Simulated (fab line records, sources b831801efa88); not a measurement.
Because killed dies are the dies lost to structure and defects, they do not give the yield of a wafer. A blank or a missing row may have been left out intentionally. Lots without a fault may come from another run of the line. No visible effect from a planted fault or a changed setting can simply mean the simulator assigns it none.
Which tool did it? || flow sky130 || Sampling: 11 lots, 33 wafers, 3 of 708 route steps

WHAT THE GAUGES SHOWED, per wafer
SKY_CAP2M_OVL_MEAS_12.
{"lot": "L278", "measured": "day 41 07:05", "on": "overlay-02", "CAP2M_OVL (nm)": "1.7 -0.5 0.8"}
{"lot": "L280", "measured": "day 42 00:49", "on": "overlay-01", "CAP2M_OVL (nm)": "1.1 -0.2 -2.3"}
{"lot": "L282", "measured": "day 42 11:40", "on": "overlay-02", "CAP2M_OVL (nm)": "-0.8 0.9 0.5"}
{"lot": "L281", "measured": "day 42 21:16", "on": "overlay-01", "CAP2M_OVL (nm)": "-0.1 0.4 -0.1"}
{"lot": "L283", "measured": "day 43 02:56", "on": "overlay-01", "CAP2M_OVL (nm)": "-2.0 -1.9 -0.5"}
{"lot": "L284", "measured": "day 43 09:52", "on": "overlay-02", "CAP2M_OVL (nm)": "0.7 1.6 0.7"}
{"lot": "L286", "measured": "day 43 18:34", "on": "overlay-01", "CAP2M_OVL (nm)": "1.1 0.7 -0.9"}
{"lot": "L290", "measured": "day 44 21:20", "on": "overlay-01", "CAP2M_OVL (nm)": "-1.8 -0.2 -0.5"}
{"lot": "L294", "measured": "day 45 22:52", "on": "overlay-01", "CAP2M_OVL (nm)": "1.3 0.2 0.7"}
{"lot": "L297", "measured": "day 46 15:58", "on": "overlay-02", "CAP2M_OVL (nm)": "0.4 1.0 -0.6"}
{"lot": "L299", "measured": "day 46 21:37", "on": "overlay-01", "CAP2M_OVL (nm)": "-0.3 -1.2 1.4"}

WHICH TOOL RAN EACH LOT (tool, then ch and the chambers of the sampled wafers, then the start)
{"lot": "L278", "SKY_METAL1_METAL_ETCH_19": "rieMetal-01 ch 0,1, day 33 07:01", "SKY_CAPM_STRIP_14": "plasmaAsher-03 ch 0,1, day 37 22:05"}
{"lot": "L280", "SKY_METAL1_METAL_ETCH_19": "rieMetal-01 ch 0,1, day 34 03:16", "SKY_CAPM_STRIP_14": "plasmaAsher-04 ch 0,1, day 38 19:07"}
{"lot": "L282", "SKY_METAL1_METAL_ETCH_19": "rieMetal-01 ch 0,1, day 34 17:40", "SKY_CAPM_STRIP_14": "plasmaAsher-04 ch 0,1, day 39 06:14"}
{"lot": "L281", "SKY_METAL1_METAL_ETCH_19": "rieMetal-01 ch 0,1, day 35 03:58", "SKY_CAPM_STRIP_14": "plasmaAsher-04 ch 0,1, day 39 17:04"}
{"lot": "L283", "SKY_METAL1_METAL_ETCH_19": "rieMetal-04 ch 0,1, day 35 09:07", "SKY_CAPM_STRIP_14": "plasmaAsher-02 ch 0,1, day 39 23:02"}
{"lot": "L284", "SKY_METAL1_METAL_ETCH_19": "rieMetal-02 ch 0,1, day 35 14:19", "SKY_CAPM_STRIP_14": "plasmaAsher-02 ch 0,1, day 40 06:04"}
{"lot": "L286", "SKY_METAL1_METAL_ETCH_19": "rieMetal-01 ch 0,1, day 36 05:29", "SKY_CAPM_STRIP_14": "plasmaAsher-03 ch 0,1, day 40 16:22"}
{"lot": "L290", "SKY_METAL1_METAL_ETCH_19": "rieMetal-02 ch 0,1, day 37 10:55", "SKY_CAPM_STRIP_14": "plasmaAsher-03 ch 0,1, day 41 20:57"}
{"lot": "L294", "SKY_METAL1_METAL_ETCH_19": "rieMetal-01 ch 0,1, day 38 17:16", "SKY_CAPM_STRIP_14": "plasmaAsher-03 ch 0,1, day 42 23:59"}
{"lot": "L297", "SKY_METAL1_METAL_ETCH_19": "rieMetal-01 ch 0, day 39 13:46", "SKY_CAPM_STRIP_14": "plasmaAsher-03 ch 0,1, day 43 19:53"}
{"lot": "L299", "SKY_METAL1_METAL_ETCH_19": "rieMetal-01 ch 0,1, day 39 20:55", "SKY_CAPM_STRIP_14": "plasmaAsher-03 ch 0,1, day 44 01:40"}
- SKY_METAL1_METAL_ETCH_19: etches the open film in Cl2/BCl3, stops on SiO2, target depth 360 nm, time 76.42 s.
- SKY_CAPM_STRIP_14: strips in O2/N2.

THE ANSWER, worked out from the rows above alone
Rule: the usual values come from the lots themselves. The widest of any qualifying gaps counts: lots, ordered by their means at a reading, are off when they make up no more than a third of the lots, leave a main group of 4 or more, and stand apart from it by 3 or more times the standard deviation of that group's means. A main group whose means are all the same, to the digits that the tables above print for the reading, isn't used. A lot without any number at a reading at which 4 lots or more have one is off too. Any other lot the step has rows for is counted as sound.
No lot is off on any of the readings shown, so nothing can be concluded from this.

WHAT THE SIMULATOR HAD PUT IN
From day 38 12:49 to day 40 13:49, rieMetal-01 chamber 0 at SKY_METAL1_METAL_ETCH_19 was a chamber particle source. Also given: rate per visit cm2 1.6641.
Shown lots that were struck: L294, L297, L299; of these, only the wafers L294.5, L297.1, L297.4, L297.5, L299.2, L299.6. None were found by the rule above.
